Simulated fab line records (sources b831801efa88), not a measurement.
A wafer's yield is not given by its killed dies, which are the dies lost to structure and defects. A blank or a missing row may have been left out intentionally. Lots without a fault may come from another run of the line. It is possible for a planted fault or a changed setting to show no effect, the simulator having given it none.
A struck lot beside a sound one ; flow gf180mcu ; 16 out of 602 route steps
Sound: these wafers, L948.1, L948.4, L948.5. Struck: wafer L939.1 (left out: L939.2, L939.3 of the same lot, which were not struck); the cause appears at the end.
Each step with rows lists, per side, the tool, then ch with its chambers, then its first start. Under that, the readings that differ: sound wafers ; struck wafers ; difference of the means ; sigmas: that difference in standard deviations of wafers without a fault.
alike: a reading whose means differ by less than 2 such deviations, as well as words and numbers matching on both sides. not compared: withheld readings; readings where some wafer has no value; bounds like >300 that might hide an equal value; numbers whose values overlap and for which the record gives no deviation.
A row with sigmas, a row that says differs or no value, or rows on one side alone: a step with any of these is where the two part. When numbers do not overlap yet have no deviation, they are printed without sigmas and do not part them. A reading missing from all wafers of one side parts the sides only when that side holds two or more wafers.

first, 1 step without rows for these wafers: GF_STI_OXIDATION_01 (stabilise 600 s, purge 300 s, target thk 10 nm).
GF_STI_THK_MEAS_02:
  struck on film metro-03, day 2 17:31; sound on film metro-02, day 4 14:52
  alike: STI_OXIDATION_THK
then, 1 step without rows for these wafers: GF_STI_CVD_03 (deposits Si3N4 from DCS/NH3, target thk 207.16 nm, time 3551 s).
GF_STI_THK_MEAS_04:
  struck on film metro-01, day 2 19:34; sound on film metro-03, day 4 16:55
  alike: STI_CVD_03_THK
then, 7 steps without rows for these wafers: GF_STI_DEHYDRATE_05 (time 60 s); GF_STI_HMDS_06 (prime time 60 s); GF_STI_COAT_07 (resist thk 700 nm); GF_STI_SOFTBAKE_08 (time 60 s); GF_STI_EXPOSE_09 (exposes mask COMP, target cd 220 nm); GF_STI_PEB_10 (peb time 90 s); GF_STI_DEVELOP_11 (develop time 60 s).
GF_STI_CD_MEAS_12: target cd 220 nm.
  struck on cd sem-02, day 3 07:58; sound on cd sem-02, day 5 06:19
  alike: cd nm
GF_STI_ETCH_13: etches the open film in CHF3/O2, stops on Si, target depth 282.31 nm, time 112.9 s.
  sound on rie diel-03 ch 0,2, day 5 06:26; struck on rie diel-04 ch 1, day 3 08:05
reading;sound;struck;difference;sigmas
oes product au (a.u.);0.836 0.842 0.833;0.815;-0.022;-3
over etch frac;0.3 0.3 0.3;0.35228;+0.05228;
model.KrF_of_STI_COAT_07.thk nm (nm);445.2 445.1 441.3;426;-18;
  alike: chf3 flow sccm, drypump motor current A, throttle valve pct
  not compared: rf hours counter h
GF_STI_ETCH_14: etches Si in HBr/Cl2/O2, target depth 360 nm, time 102.9 s.
  sound on rie si-02 ch 0,1,2, day 5 06:31; struck on rie si-01 ch 1, day 3 08:10
reading;sound;struck;difference;sigmas
model.KrF_of_STI_COAT_07.thk nm (nm);322.5 327.8 321;307.3;-16.5;
  alike: drypump motor current A, oes product au, throttle valve pct
  not compared: rf hours counter h
GF_STI_STRIP_15: strips in O2/N2.
  sound on plasma asher-04 ch 0,1, day 5 06:35; struck on plasma asher-04 ch 1, day 3 08:14
reading;sound;struck;difference;sigmas
oes product au (a.u.);0.387 0.390 0.389;0.376;-0.013;-2
strip time to endpoint s (s);3.75 3.82 3.73;3.59;-0.18;-4
  alike: drypump motor current A, heater power w, platen temp c
  not compared: rf hours counter h
GF_PASSIVATION_PROBE_99:
  rows exist in the record for the sound wafers here (prober-02, day 33 10:55), none for the struck ones

== WHERE THEY PART ==
First at GF_STI_ETCH_13; last, within this record, at GF_PASSIVATION_PROBE_99.

WHY: what the simulator had put in
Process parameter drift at GF_STI_ETCH_13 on rie diel-04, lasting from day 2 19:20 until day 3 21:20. A move of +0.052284 in setting over etch frac, from 0.3. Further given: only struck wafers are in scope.
